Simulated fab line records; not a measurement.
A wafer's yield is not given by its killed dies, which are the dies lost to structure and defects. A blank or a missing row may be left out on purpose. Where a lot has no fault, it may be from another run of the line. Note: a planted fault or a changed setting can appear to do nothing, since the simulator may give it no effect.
Code-filled problem report in 8D (eight disciplines) form || flow gf180mcu || the parts of the form that need people (team, actions taken, sign-off) are left out

1. WHAT WENT WRONG
Across 6 wafers from 2 lots, V5_W_RS at GF_V5_RS_MEAS_24 averages 0.484 ohm/sq, while fault-free wafers read 0.327 ohm/sq with a standard deviation of 0.0052. That is +30 standard deviations from the usual mean.
The step: measures by four-point-probe.
First observed at day 31 10:43: wafer L407.4, on film-metro-03. The record has a number at this step for 30 wafers belonging to 10 lots. Rule for "out", or "out of limits": more than 4 standard deviations from the usual mean. Any other wafer with a number is counted as sound.

2. WHAT IT IS, AND WHAT IT ISN'T
{"question": "which readings at this step", "is": "V5_W_RS", "is not": "-"}
{"question": "which lots", "is": "L407, L409", "is not": "L397, L398, L401, L402, L405, L406, L408, L416"}
{"question": "which wafers of those lots", "is": "all that have a number", "is not": "-"}
{"question": "read on which gauges", "is": "film-metro-03, film-metro-04", "is not": "film-metro-01"}
{"question": "when", "is": "from day 31 10:43", "is not": "up to then (18 sound wafers); but 6 sound wafers of L408, L416 came after"}

3. WHAT RULES OUT EACH SUSPECT
Counting: a tool stays on the suspect list if, at a process step up to the reading, it processed all lots that are out and no sound lot following the first of them.
- the gauge at GF_V5_RS_MEAS_24 is ruled out. The wafers that are out were read on 2 gauges (film-metro-03, film-metro-04).
- plasma-asher-01 at GF_HV_LDD_STRIP_10 (strips in O2/N2): kept. It processed each lot that is out, first L407 at day 14 08:49, and no sound lot thereafter; up to then, the last sound lot it processed was L406 at day 13 19:56.
- cvd-w-01 at GF_V5_CVD_23 (deposits W, target thk 350 nm, time 104.9 s): kept. It processed each lot that is out, first L407 at day 31 10:35, and no sound lot thereafter; up to then, the last sound lot it processed was L406 at day 30 21:41.
After counting, plasma-asher-01 at GF_HV_LDD_STRIP_10 and cvd-w-01 at GF_V5_CVD_23 remain.

4. THE CAUSE (what the simulator had put in)
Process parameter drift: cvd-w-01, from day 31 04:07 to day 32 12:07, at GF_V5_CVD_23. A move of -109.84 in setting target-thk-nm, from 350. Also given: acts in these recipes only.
Of the 2 suspects that counting leaves, this tool is one.

5. SEQUENCE OF EFFECTS, ordered by route
Each row: a reading where the mean over the struck wafers with a number is more than 3 standard deviations away from the usual. Only readings whose record carries a usual standard deviation are examined. hours: median over the lots of the time between each lot's start at the first step of this table that gives one and its start at this step. sigmas: the change, counted in usual standard deviations.
{"hours": 0, "step": "GF_V5_RS_MEAS_24", "reading": "V5_W_RS", "usual": "0.327 ohm/sq", "on struck wafers": 0.484, "change": "+0.157", "sigmas": "+30"}
{"hours": 0, "step": "GF_V5_THK_MEAS_25", "reading": "V5_W_THK", "usual": "344 nm", "on struck wafers": 234, "change": -110, "sigmas": -15}
{"hours": 0, "step": "GF_V5_CMP_26", "reading": "time-to-endpoint-s", "usual": "86 s", "on struck wafers": 57, "change": -29, "sigmas": -7.2}
Process steps it contains:
- GF_V5_CMP_26: polishes, stops on SiO2, t overpolish 15 s, target thk 0 nm.

6. HOW IT WOULD HAVE BEEN CAUGHT EARLIER
7 hours passed between the start of the fault at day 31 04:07 and the first reading out of limits at a measuring or inspecting step in this record, taken at day 31 10:43.
Tool readings at GF_V5_CVD_23 with a usual standard deviation given in the record: none out on any struck wafer, hence no alarm at a limit of 4 standard deviations on them.
Of the lots that are out (2), L409 began GF_V5_CVD_23 on cvd-w-01 after day 31 10:43. A tool hold placed at that time would have kept it from harm.
